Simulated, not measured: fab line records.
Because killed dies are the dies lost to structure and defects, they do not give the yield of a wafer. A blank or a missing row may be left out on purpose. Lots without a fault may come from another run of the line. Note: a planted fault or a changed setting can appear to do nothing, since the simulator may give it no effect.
Which of the tools did it? -- flow sky130 -- 6 lots with 18 wafers sampled at 3 steps, on a route of 708 steps

== WHAT EACH GAUGE READ, for each wafer ==
SKY_LDD_LDN_TW_MEAS_13.
lot,measured,on,LDD_LDN_TW
L186,day 23 10:02,film_metro-02,1496 1501 1490
L189,day 24 06:28,film_metro-01,1492 1491 1490
L192,day 25 11:25,film_metro-02,1498 1489 1487
L198,day 27 15:19,film_metro-02,1594 1589 1582 1585 1588 1583
L201,day 28 16:52,film_metro-04,1464 1474 1468
L207,day 30 14:25,film_metro-04,1463 1464 1462

== EACH LOT AND THE TOOL THAT RAN IT (in order: tool; ch and the chambers of the sampled wafers; start) ==
lot,SKY_LDD_HVP_STRIP_09,SKY_LDD_LDN_IMPLANT_08
L186,"plasma_asher-01 ch 0,1, day 22 02:03","implanter-03 ch 0, day 23 09:20"
L189,"plasma_asher-03 ch 0, day 22 23:34","implanter-02 ch 0, day 24 05:47"
L192,"plasma_asher-02 ch 0,1, day 24 05:12","implanter-01 ch 0, day 25 10:44"
L198,"plasma_asher-02 ch 0,1, day 26 09:25","implanter-02 ch 0, day 27 14:18"
L201,"plasma_asher-01 ch 0,1, day 27 11:40","implanter-01 ch 0, day 28 16:10"
L207,"plasma_asher-01 ch 0,1, day 29 09:43","implanter-02 ch 0, day 30 13:43"
- SKY_LDD_HVP_STRIP_09: strips in O2/N2.
- SKY_LDD_LDN_IMPLANT_08

== THE ANSWER, worked out from the rows above alone ==
Rule: the usual values come from the lots themselves. Put in order of their means at a reading, lots are off if they are a third of the lots or fewer, leave a main group of 4 or more, and stand apart from it by a gap of 3 or more times the standard deviation of the main group's means; of several such gaps the widest counts. Not used: any main group whose means are identical at the precision the tables above print for the reading. Also off: a lot with no number at a reading for which 4 or more lots have one. Where the step has rows for the other lots, those lots are counted as sound.
Off: at SKY_LDD_LDN_TW_MEAS_13 (LDD_LDN_TW), L198. Mean 1482 and standard deviation 13 in the main group.
If a tool, at a process step before that reading, ran all the lots that are off and no sound lot after the first of them, it fits. Gauges at SKY_LDD_LDN_TW_MEAS_13: tried the same way as those tools. This does not decide it: 2 tools fit, namely plasma_asher-02 at SKY_LDD_HVP_STRIP_09 and film_metro-02 at SKY_LDD_LDN_TW_MEAS_13.

== WHAT THE SIMULATOR HAD PUT IN ==
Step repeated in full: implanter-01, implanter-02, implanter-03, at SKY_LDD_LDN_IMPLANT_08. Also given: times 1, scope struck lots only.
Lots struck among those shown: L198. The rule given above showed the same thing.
